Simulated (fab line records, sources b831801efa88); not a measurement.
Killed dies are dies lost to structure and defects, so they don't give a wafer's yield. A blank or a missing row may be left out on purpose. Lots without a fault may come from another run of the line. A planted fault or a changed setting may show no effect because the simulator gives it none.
Problem report in the 8D (eight disciplines) form, filled by code | flow gf180mcu | the parts of the form that need people (team, actions taken, sign-off) are left out

1. THE PROBLEM
V4_CVD_02_THK at GF_V4_THK_MEAS_03 reads a mean of 800 nm on 1 wafer of 1 lot; wafers without a fault read 854 nm with a standard deviation of 12. That is -4.5 standard deviations from the usual mean.
First seen on wafer L378.4, day 28 07:29, on film_metro-03. The record holds 36 wafers of 12 lots with a number at this step. Rule for "out", or "out of limits": more than 4 standard deviations from the usual mean. The other wafers with a number count as sound.

2. WHAT IT IS AND WHAT IT IS NOT
question                    | is                | is not
which readings at this step | V4_CVD_02_THK     | -
which lots                  | L378              | L365, L366, L375, L380, L381, L382, L383, L384, L386, L387, L388
which wafers of those lots  | L378.4            | L378.2, L378.5
read on which gauges        | film_metro-03     | film_metro-01, film_metro-02
when                        | from day 28 07:29 | up to then (11 sound wafers); but 24 sound wafers of L380, L381, L382, L383, L384, L386, L387, L388 came after

3. SUSPECTS, AND WHAT RULES EACH OUT
Counting: a tool at a process step up to the reading stays a suspect if it ran every lot that is out. Sound lots after the first of them don't rule it out here, since some wafers of a struck lot are sound.
- the gauge at GF_V4_THK_MEAS_03: kept. All the wafers that are out were read on film_metro-03, and no step on other tools shows them out.
- pvd_sputter-02 at GF_V3_SPUTTER_21 (material Ti, target thk 15 nm, time 80.02 s): kept. It ran the lot that is out, L378 (day 27 09:58); its last sound lot up to then is L375 (day 26 11:45).
- cmp-01 at GF_V3_CMP_26 (polishes, stops on SiO2, t overpolish 15 s, target thk 0 nm): kept. It ran the lot that is out, L378 (day 27 10:25); its last sound lot up to then is L375 (day 26 12:08).
- pecvd-04 at GF_V4_CVD_02 (deposits SiO2 from TEOS, target thk 850 nm, time 94.851 s): kept. It ran the lot that is out, L378 (day 28 07:24); its last sound lot up to then is L375 (day 27 09:42).
- Within cmp-01 at GF_V3_CMP_26: the wafers that are out ran in chamber 2; their sound lot-mates ran in chambers 0, 1.
- Within pecvd-04 at GF_V4_CVD_02: the wafers that are out ran in chamber 2; their sound lot-mates ran in chambers 0, 1.
Left after counting: pvd_sputter-02 at GF_V3_SPUTTER_21, cmp-01 at GF_V3_CMP_26, pecvd-04 at GF_V4_CVD_02, film_metro-03 at GF_V4_THK_MEAS_03.

4. THE CAUSE (what the simulator had put in)
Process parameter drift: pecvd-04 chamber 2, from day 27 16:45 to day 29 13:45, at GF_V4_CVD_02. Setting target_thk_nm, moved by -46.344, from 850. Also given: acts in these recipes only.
Counting left 4 suspects, and this tool is among them.

5. THE CHAIN OF EFFECTS, in route order
Each row: a reading whose mean over the struck wafers that have a number lies more than 3 standard deviations from the usual. Only readings for which the record gives a usual standard deviation are gone through. hours: the time from each lot's start at the first step in this table that gives one to its start at this step, as a median over the lots. sigmas: the change in usual standard deviations.
hours | step              | reading            | usual  | on struck wafers | change | sigmas
0     | GF_V4_THK_MEAS_03 | V4_CVD_02_THK      | 854 nm | 800              | -54    | -4.5
0     | GF_V4_CMP_04      | time_to_endpoint_s | 81 s   | 60               | -21    | -3.8
The process steps in it:
- GF_V4_CMP_04: polishes SiO2.
Later measuring or inspecting steps at which every struck wafer that the step has a row for has a number for every such reading, and none has moved that far: GF_V4_BOW_MEAS_05.

6. WHAT WOULD HAVE CAUGHT IT SOONER
In this record the first reading out of limits at a measuring or inspecting step was taken at day 28 07:29, 15 hours after the fault began at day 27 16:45.
Of the tool readings at GF_V4_CVD_02 for which the record gives a usual standard deviation, none was out on any struck wafer, so an alarm limit of 4 standard deviations on them would not have fired.
All the lots that are out (1) had begun GF_V4_CVD_02 on pecvd-04 by day 28 07:29. A hold on the tool at that time would have spared none of them.
